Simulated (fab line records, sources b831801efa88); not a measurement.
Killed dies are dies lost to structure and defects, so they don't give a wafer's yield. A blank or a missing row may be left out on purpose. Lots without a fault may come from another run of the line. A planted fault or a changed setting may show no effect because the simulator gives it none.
fab line records | flow sky130
record lots=11 wafers=33 last_day=50
route steps=708 shown LI_CONTACT@382 CONTACT@406
lots that met no fault: from a run of the same line without faults
start_h: hours from the record's first day to the start of the lot's first wafer shown | wait_h: hours since the lot's step before | " the same as in the row above | L1.1+2: a row that stands for several wafers | - no value, or no start given | * or withheld: withheld | < > ~ a bound
route shown NAME@n: a module of which the file shows steps, and the number in the route of the first | usual: mean/standard deviation of fault-free wafers | same: alike in all rows | chamber/n: place in a boat | sites: the reading at each site | _std_site: their standard deviation | _edge_site: outer sites' mean less inner sites' | radius_mm: how far each site lies from the wafer's centre | mask NAME#n: copy n | behind: the tool/chamber that last shaped the wafer | hold: why the lot was held/for how many hours/how that ended | device: the transistor (n, p or np) that didn't switch | end of line: the same wafers' tests at the end of the route | a step without rows: its recipe alone | killed: dies lost to structure and defects at the first sort, not the wafer's yield | map: a wafer's dies, x killed, . not, _ none there
set.NAME: the setting as run; set.NAME@STEP: as run at that earlier step | model.NAME: the simulator's own value behind a step, which no gauge read
steps of the route over a sample of lots; a table a step, a row a wafer
services: from which hour (start_h, from the record's first day; less than 0 if before it) a tool's chamber was out of use, for how many hours, and why
## steps
# step SKY_LI_CONTACT_SPUTTER_20
# recipe material=TiN target_thk_nm=20 chamber_pressure_pa=5 power_w=4000 time_s=80
# usual throttle_valve_pct=29.3/1
# columns lot.wafer tool chamber start_h wait_h throttle_valve_pct
L856.1 pvd_sputter-04 - 672.92 0.0 28.4
L856.5 " - " " 29.5
L856.6 " - " " 28.3
L858.3 pvd_sputter-04 - 692.35 0.0 29.9
L858.4 " - " " 28.3
L858.6 " - " " 30.3
L859.3 pvd_sputter-04 - 700.32 0.0 28.1
L859.4 " - " " 30.5
L859.5 " - " " 30.3
L861.2 pvd_sputter-04 - 724.73 0.0 28.5
L861.3 " - " " 29.9
L861.4 " - " " 28.4
L862.2 pvd_sputter-03 - 737.41 0.0 29.1
L862.3 " - " " 31.1
L862.6 " - " " 28.8
L865.1 pvd_sputter-03 - 743.26 0.0 28.0
L865.2 " - " " 29.0
L865.3 " - " " 28.8
L867.3 pvd_sputter-02 - 758.45 0.0 28.2
L867.5 " - " " 30.9
L867.6 " - " " 30.2
L871.1 pvd_sputter-04 - 788.20 0.0 30.4
L871.3 " - " " 28.1
L871.5 " - " " 28.4
L875.2 pvd_sputter-04 - 829.32 0.0 28.1
L875.5 " - " " 29.7
L875.6 " - " " 28.4
L877.3 pvd_sputter-03 - 836.92 0.0 31.1
L877.4 " - " " 28.3
L877.6 " - " " 28.5
L878.4 pvd_sputter-04 - 841.51 0.0 30.2
L878.5 " - " " 28.5
L878.6 " - " " 29.7
# step SKY_CONTACT_CVD_00
# recipe material=Si3N4 target_thk_nm=75 temp_c=400 time_s=withheld rf_w=450
# usual heater_power_w=769/120
# columns lot.wafer tool chamber start_h wait_h heater_power_w
L856.1 pecvd-02 2 701.89 0.0 595
L856.5 " 0 " " 596
L856.6 " 1 " " 854
L858.3 pecvd-02 1 721.25 0.0 781
L858.4 " 2 " " 617
L858.6 " 2 " " 621
L859.3 pecvd-04 2 729.01 0.0 857
L859.4 " 0 " " 751
L859.5 " 1 " " 805
L861.2 pecvd-02 0 753.86 0.0 624
L861.3 " 2 " " 622
L861.4 " 2 " " 636
L862.2 pecvd-01 1 765.99 0.0 796
L862.3 " 0 " " 811
L862.6 " 2 " " 1015
L865.1 pecvd-01 0 772.29 0.0 754
L865.2 " 2 " " 992
L865.3 " 1 " " 774
L867.3 pecvd-01 2 787.14 0.0 877
L867.5 " 2 " " 906
L867.6 " 1 " " 807
L871.1 pecvd-01 1 815.61 0.0 774
L871.3 " 0 " " 738
L871.5 " 2 " " 1003
L875.2 pecvd-02 2 857.27 0.0 535
L875.5 " 2 " " 531
L875.6 " 0 " " 631
L877.3 pecvd-04 1 865.09 0.0 832
L877.4 " 2 " " 851
L877.6 " 1 " " 861
L878.4 pecvd-02 1 869.34 0.0 731
L878.5 " 0 " " 680
L878.6 " 2 " " 608
# step SKY_CONTACT_THK_MEAS_01
# recipe reads=Si3N4_of_CONTACT_CVD_00
# usual CONTACT_CVD_00_THK=75.3/1.1
# columns lot.wafer tool chamber start_h wait_h CONTACT_CVD_00_THK[nm]
L856.1 film_metro-03 - 701.93 - 74.2
L856.5 " - " " 75.7
L856.6 " - " " 78.0
L858.3 film_metro-03 - 721.30 - 75.5
L858.4 " - " " 75.4
L858.6 " - " " 75.9
L859.3 film_metro-03 - 729.07 - 73.3
L859.4 " - " " 74.2
L859.5 " - " " 74.2
L861.2 film_metro-02 - 753.91 - 75.1
L861.3 " - " " 75.0
L861.4 " - " " 77.1
L862.2 film_metro-04 - 766.03 - 75.1
L862.3 " - " " 74.3
L862.6 " - " " 74.9
L865.1 film_metro-03 - 772.32 - 75.3
L865.2 " - " " 74.5
L865.3 " - " " 75.9
L867.3 film_metro-02 - 787.19 - 62.0
L867.5 " - " " 62.5
L867.6 " - " " 65.1
L871.1 film_metro-03 - 815.65 - 62.5
L871.3 " - " " 61.7
L871.5 " - " " 61.9
L875.2 film_metro-03 - 857.33 - 73.9
L875.5 " - " " 74.8
L875.6 " - " " 75.9
L877.3 film_metro-02 - 865.14 - 74.2
L877.4 " - " " 76.4
L877.6 " - " " 75.4
L878.4 film_metro-03 - 869.39 - 76.1
L878.5 " - " " 77.2
L878.6 " - " " 76.7
# step SKY_CONTACT_BOW_MEAS_05
# recipe mode=bow
# usual CONTACT_BOW=83/7.1
# columns lot.wafer tool chamber start_h wait_h CONTACT_BOW[um]
L856.1 film_metro-03 - 702.42 0.2 82
L856.5 " - " " 93
L856.6 " - " " 78
L858.3 film_metro-03 - 721.81 0.2 93
L858.4 " - " " 89
L858.6 " - " " 90
L859.3 film_metro-03 - 729.57 0.2 91
L859.4 " - " " 92
L859.5 " - " " 83
L861.2 film_metro-03 - 754.40 0.2 73
L861.3 " - " " 71
L861.4 " - " " 82
L862.2 film_metro-02 - 766.53 0.2 87
L862.3 " - " " 91
L862.6 " - " " 80
L865.1 film_metro-02 - 772.81 0.2 74
L865.2 " - " " 83
L865.3 " - " " 76
L867.3 film_metro-03 - 787.70 0.3 78
L867.5 " - " " 79
L867.6 " - " " 81
L871.1 film_metro-03 - 816.14 0.2 89
L871.3 " - " " 81
L871.5 " - " " 75
L875.2 film_metro-03 - 857.86 0.2 88
L875.5 " - " " 84
L875.6 " - " " 75
L877.3 film_metro-02 - 865.65 0.2 74
L877.4 " - " " 90
L877.6 " - " " 84
L878.4 film_metro-04 - 869.91 0.3 74
L878.5 " - " " 71
L878.6 " - " " 70
# step SKY_CONTACT_ETCH_18
# recipe target=Si3N4 chemistry=CHF3/O2 stop_on=TiN source_w=600 bias_w=200 pressure_mtorr=40 chf3_flow_sccm=50 O2_flow_sccm=5 time_s=39 target_depth_a=750
# usual O2_flow_sccm=5.000/0.014 drypump_motor_current_A=5.4/0.38 oes_product_au=0.857/0.0081 throttle_valve_pct=8.792/0.0087
# columns lot.wafer tool chamber start_h wait_h O2_flow_sccm drypump_motor_current_A oes_product_au rf_hours_counter_h throttle_valve_pct
L856.1 rie_diel-03 2 - - 5.018 5.3 0.857 14 8.798
L856.5 " 2 " " 5.008 5.3 0.860 - 8.791
L856.6 " 3 " " 5.010 4.9 0.873 - 8.798
L858.3 rie_diel-04 1 - - 5.000 5.9 0.853 10 8.795
L858.4 " 0 " " 5.003 5.0 0.859 14 8.785
L858.6 " 1 " " 5.014 5.9 0.860 - 8.779
L859.3 rie_diel-03 3 - - 4.988 5.0 0.841 3 8.783
L859.4 " 0 " " 4.990 5.4 0.854 11 8.796
L859.5 " 0 " " 4.987 5.4 0.843 - 8.796
L861.2 rie_diel-02 0 - - 4.984 5.1 0.858 4 8.789
L861.3 " 3 " " 5.003 5.8 0.857 15 8.792
L861.4 " 2 " " 5.006 5.2 0.875 16 8.796
L862.2 rie_diel-03 0 - - 5.014 5.4 0.862 12 8.783
L862.3 " 2 " " 5.024 5.2 0.854 15 8.787
L862.6 " 2 " " 5.030 5.2 0.859 - 8.792
L865.1 rie_diel-03 0 - - 5.006 5.4 0.849 12 8.803
L865.2 " 2 " " 4.989 5.3 0.846 16 8.785
L865.3 " 3 " " 4.999 5.0 0.862 4 8.800
L867.3 rie_diel-04 2 - - 5.006 5.0 0.773 16 8.774
L867.5 " 3 " " 4.993 6.1 0.779 - 8.761
L867.6 " 0 " " 5.024 5.0 0.787 - 8.770
L871.1 rie_diel-04 3 - - 5.002 6.1 0.774 9 8.782
L871.3 " 1 " " 5.008 5.9 0.763 12 8.758
L871.5 " 0 " " 4.991 5.1 0.775 - 8.774
L875.2 rie_diel-03 2 - - 4.988 5.3 0.851 18 8.792
L875.5 " 0 " " 5.016 5.5 0.851 - 8.799
L875.6 " 3 " " 4.979 4.9 0.860 - 8.797
L877.3 rie_diel-04 0 - - 5.000 5.0 0.847 19 8.795
L877.4 " 1 " " 5.003 5.9 0.865 14 8.803
L877.6 " 1 " " 4.993 5.9 0.852 - 8.805
L878.4 rie_diel-03 1 - - 5.007 5.3 0.861 11 8.794
L878.5 " 0 " " 4.983 5.4 0.876 - 8.796
L878.6 " 3 " " 5.020 5.0 0.862 - 8.795
# step SKY_CONTACT_CMP_27
# recipe stop_on=SiO2 t_overpolish_s=15 down_force_psi=3.5 platen_rpm=60 target_thk_nm=0 pad_velocity_m_s=0.94248
# usual motor_current_A=11.0/1.1 overpolish_run_s=14.999/0.0094 slurry_filter_dp_kPa=13.49/0.13 time_to_endpoint_s=83/4.6
# columns lot.wafer tool chamber start_h wait_h motor_current_A overpolish_run_s slurry_filter_dp_kPa time_to_endpoint_s
L856.1 cmp-01 1 731.58 0.1 12.1 15.008 13.48 80
L856.6 " 3 " " 9.2 14.984 13.56 78
L856.5 " 0 " " 10.5 15.000 13.50 74
L858.4 cmp-02 3 751.32 0.1 12.6 15.005 13.56 81
L858.3 " 0 " " 10.4 14.998 13.56 81
L858.6 " 2 " " 11.5 14.992 13.65 81
L859.4 cmp-01 3 757.63 0.0 8.8 14.993 13.50 81
L859.3 " 2 " " 11.0 14.995 13.45 82
L859.5 " 0 " " 11.1 14.988 13.46 75
L861.2 cmp-02 3 782.56 0.1 12.6 14.990 13.26 91
L861.3 " 0 " " 10.6 15.005 13.71 86
L861.4 " 1 " " 10.7 15.000 13.31 89
L862.2 cmp-01 1 794.45 0.1 12.2 14.988 13.58 80
L862.3 " 2 " " 10.2 15.007 13.64 89
L862.6 " 3 " " 8.8 14.993 13.33 85
L865.1 cmp-02 3 799.38 0.1 12.8 14.989 13.60 85
L865.3 " 0 " " 11.0 15.006 13.31 87
L865.2 " 2 " " 10.6 15.016 13.23 91
L867.3 cmp-02 2 815.13 0.1 11.0 15.005 13.48 93
L867.5 " 0 " " 10.7 14.998 13.75 86
L867.6 " 1 " " 10.7 15.007 13.31 86
L871.1 cmp-02 0 844.24 0.1 10.3 15.012 13.56 85
L871.3 " 1 " " 10.7 14.993 13.22 80
L871.5 " 3 " " 12.4 15.003 13.56 85
L875.2 cmp-01 3 885.77 0.2 8.9 15.002 13.39 83
L875.6 " 0 " " 10.0 15.020 13.56 78
L875.5 " 1 " " 12.5 15.012 13.65 81
L877.3 cmp-01 1 892.24 0.0 12.5 14.998 13.69 80
L877.4 " 0 " " 10.3 14.987 13.27 75
L877.6 " 1 " " 12.7 14.997 13.57 82
L878.4 cmp-02 3 896.72 0.1 12.1 15.004 13.45 88
L878.6 " 1 " " 10.8 15.002 13.52 82
L878.5 " 2 " " 10.9 15.007 13.57 90
## services
# columns tool chamber start_h hours kind
cmp-02 - 649.75 1.5 repair
cmp-02 - 654.34 0.9 repair
pvd_sputter-04 - 664.19 2.1 repair
pecvd-02 0 664.24 5.2 repair
rie_diel-03 3 669.08 7.9 repair
rie_diel-04 2 674.95 4.8 repair
pecvd-01 2 676.55 2.3 repair
pecvd-02 1 677.05 10.3 repair
pecvd-02 - 694.11 1.0 repair
rie_diel-03 - 704.19 0.5 repair
pecvd-02 1 710.56 5.5 repair
pecvd-02 - 715.96 0.3 repair
pecvd-02 0 718.30 6.4 repair
pecvd-02 - 727.65 2.8 pm
cmp-01 - 728.64 2.7 repair
cmp-02 - 740.25 7.9 pm
cmp-01 - 744.03 4.0 pm
rie_diel-03 1 782.40 21.7 repair
pvd_sputter-04 - 793.85 1.6 repair
cmp-02 - 812.20 0.6 repair
cmp-02 - 830.73 3.0 repair
pecvd-02 1 852.88 5.2 repair
cmp-02 - 855.57 0.8 repair
cmp-02 - 875.83 0.6 repair
## key
first_sign step=SKY_CONTACT_THK_MEAS_01 reading=CONTACT_CVD_00_THK direction=down sigmas=12 usual=75.3 struck=62.6
effect step=SKY_CONTACT_ETCH_18 reading=oes_product_au direction=down sigmas=10 usual=0.857 struck=0.775
met_at SKY_CONTACT_CVD_00
struck_lots L867,L871
tester_left_out L867,L871
not_acting_at SKY_LI_CONTACT_SPUTTER_20,SKY_CONTACT_BOW_MEAS_05,SKY_CONTACT_CMP_27
onset_between 772.29 787.14
fault kind=site_profile_drift tool=pecvd-01 chamber=- onset_h=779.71 steps=SKY_CONTACT_CVD_00 basis=fraction max_abs_drift=0.36005 slope_share_per_hr=80.011 site_pattern=0,0,0,0,0,-1,-1,-1,-1
# tester_left_out: of these lots the tester's yield and bins aren't shown, on N5 and GAA mostly nor the transistor test; their killed dies are dies lost to structure and defects alone, not to doping, threshold or leakage, so they don't give the yield
